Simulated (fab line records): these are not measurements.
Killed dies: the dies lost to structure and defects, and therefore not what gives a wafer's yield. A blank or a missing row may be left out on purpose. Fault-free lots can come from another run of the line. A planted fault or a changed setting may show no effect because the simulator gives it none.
Chamber matching ; flow sky130 ; 4 sister chambers for SKY_METAL3_ETCH_17 on rieDiel-02
The step etches SiO2 in C4F8/O2/Ar, stops on TiN, time 3.9 s, target depth 15 nm. 4 wafers are shown with their chamber, then 10 later ones without.

== WAFERS PAIRED WITH THEIR CHAMBERS ==
wafer;chamber;oesProductAu (a.u.)
L089.2;0;0.748
L089.4;3;0.752
L092.3;2;0.745
L092.4;1;0.756

== WAFERS WITHOUT THEIR CHAMBER ==
wafer;oesProductAu (a.u.)
L092.5;0.751
L093.1;0.753
L093.2;0.752
L093.5;0.768
L094.1;0.761
L094.5;0.759
L094.6;0.760
L097.2;0.756
L097.4;0.771
L097.6;0.752

== WHICH CHAMBER EACH ONE RAN IN ==
wafer;from the rows above;in truth
L092.5;can't be placed: 3 or 0 or 1 or 2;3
L093.1;can't be placed: 3 or 1 or 0 or 2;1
L093.2;can't be placed: 3 or 0 or 1 or 2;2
L093.5;can't be placed: 1 or 3 or 0 or 2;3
L094.1;can't be placed: 1 or 3 or 0 or 2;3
L094.5;can't be placed: 1 or 3 or 0 or 2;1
L094.6;can't be placed: 1 or 3 or 0 or 2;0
L097.2;can't be placed: 1 or 3 or 0 or 2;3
L097.4;can't be placed: 1 or 3 or 0 or 2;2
L097.6;can't be placed: 3 or 0 or 1 or 2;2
0 of 10 placed correctly. Not placeable from these rows: 10 (in 10, the candidates include the true chamber). Number placed wrongly: 0.
How it was worked out, from the rows above alone: a wafer's distance from a chamber is the root of the sum, over the readings, of the square of ((its reading less the chamber's mean) divided by the reading's scatter). The wafer belongs to the nearest chamber; if the next one is less than 2 further off, it can't be placed. A chamber's mean is the mean of its shown wafers. The scatter: with one shown wafer a chamber, the root of the mean of the squares of how far each hidden wafer lies from its nearest shown one.
